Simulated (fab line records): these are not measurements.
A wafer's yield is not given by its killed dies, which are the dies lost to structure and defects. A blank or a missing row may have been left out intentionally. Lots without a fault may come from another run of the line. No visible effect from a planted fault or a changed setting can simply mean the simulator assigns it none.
The same fault as seen by 2 desks | flow gf180mcu | each desk holds nothing but its own numbers, with what lay behind them at the end

== TOOL OWNER'S DESK, implanter-01 ==
For each lot that ran on this tool, the mean over its sampled wafers that have a number, from the tool's own readings at GF_HV_LDD_IMPLANT_48. Marked OUT: a lot whose mean sits more than 4 standard deviations from the usual mean, which makes it out of limits; the brackets give that distance.
Columns: A = beam_on_s at GF_HV_LDD_IMPLANT_48, usual 10.02 s; B = dose_ions_cm2 at GF_HV_LDD_IMPLANT_48, usual 2.999e+13; C = faraday_current_uA at GF_HV_LDD_IMPLANT_48, usual 169
lot  | first seen here | A              | B         | C
L352 | day 12 06:46    | 10.17          | 2.997e+13 | 166
L354 | day 12 19:40    | 9.96           | 3.002e+13 | 170
L365 | day 16 23:25    | 9.95           | 2.999e+13 | 170
L369 | day 18 05:25    | 10.01          | 2.997e+13 | 169
L372 | day 18 23:55    | 7.95 (-10) OUT | 3.002e+13 | 213 (+13) OUT
L374 | day 19 18:56    | 7.90 (-11) OUT | 2.998e+13 | 214 (+13) OUT
This desk's finding: out of limits on L372, L374; first on L372, day 18 23:55 (beam_on_s at GF_HV_LDD_IMPLANT_48). In limits: L352, L354, L365, L369.

== METROLOGY DESK ==
Means of the sampled wafers that have a number, per lot and without regard to the tool the lot ran on: this is what the gauges read. Marked OUT: a lot whose mean sits more than 4 standard deviations from the usual mean, which makes it out of limits; the brackets give that distance.
Columns: A = cd_nm at GF_POLY_GATE_CD_MEAS_18, usual 279.4 nm; B = HV_LDD_TW at GF_HV_LDD_TW_MEAS_11, usual 2416; C = HV_LDD_4_TW at GF_HV_LDD_TW_MEAS_50, usual 570; D = HV_LDD_RS at GF_HV_LDD_RS_MEAS_53, usual 418.1 ohm/sq
lot  | first seen here | A     | B    | C              | D
L352 | day 9 04:26     | 278.5 | 2432 | 565            | 416.8
L353 | day 9 10:51     | 278.6 | 2392 | 564            | 417.6
L354 | day 9 17:43     | 280.6 | 2385 | 573            | 417.9
L356 | day 10 10:05    | 279.4 | 2421 | 573            | 417.4
L358 | day 11 02:22    | 279.2 | 2427 | 571            | 417.3
L362 | day 12 10:31    | 279.3 | 2400 | 572            | 418.1
L363 | day 12 15:21    | 278.9 | 2408 | 574            | 418.2
L364 | day 13 00:07    | 279.4 | 2391 | 573            | 420.7
L365 | day 13 09:49    | 279.5 | 2410 | 574            | 417.8
L369 | day 14 10:53    | 278.3 | 2432 | 562            | 418.7
L370 | day 14 18:28    | 278.4 | 2437 | 562            | 417.2
L372 | day 15 04:56    | 280.5 | 2436 | 533 (-9.4) OUT | 418.1
L374 | day 15 21:34    | 278.4 | 2400 | 530 (-10) OUT  | 417.8
L375 | day 16 04:34    | 277.6 | 2412 | 567            | 418.1
This desk finds L372, L374 out of limits, with the earliest case on L372 at day 19 00:08 (HV_LDD_4_TW at GF_HV_LDD_TW_MEAS_50). In limits: L352, L353, L354, L356, L358, L362, L363, L364, L365, L369, L370, L375.

== TAKEN TOGETHER ==
The tool owner's desk could have raised an alarm at day 18 23:55, on L372, L374.
At day 19 00:08 the metrology desk could have sounded an alarm, on L372, L374.
Of the lots named, all ran GF_HV_LDD_IMPLANT_48 on implanter-01.

== WHAT THE SIMULATOR PUT IN ==
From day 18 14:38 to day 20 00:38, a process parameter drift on implanter-01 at GF_HV_LDD_IMPLANT_48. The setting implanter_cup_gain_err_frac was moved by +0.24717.
Lots struck among those shown: L372, L374.
Delay (hours) between the fault's onset and each desk's first out-of-limits reading: 9 at the tool owner's desk, 10 at the metrology desk.
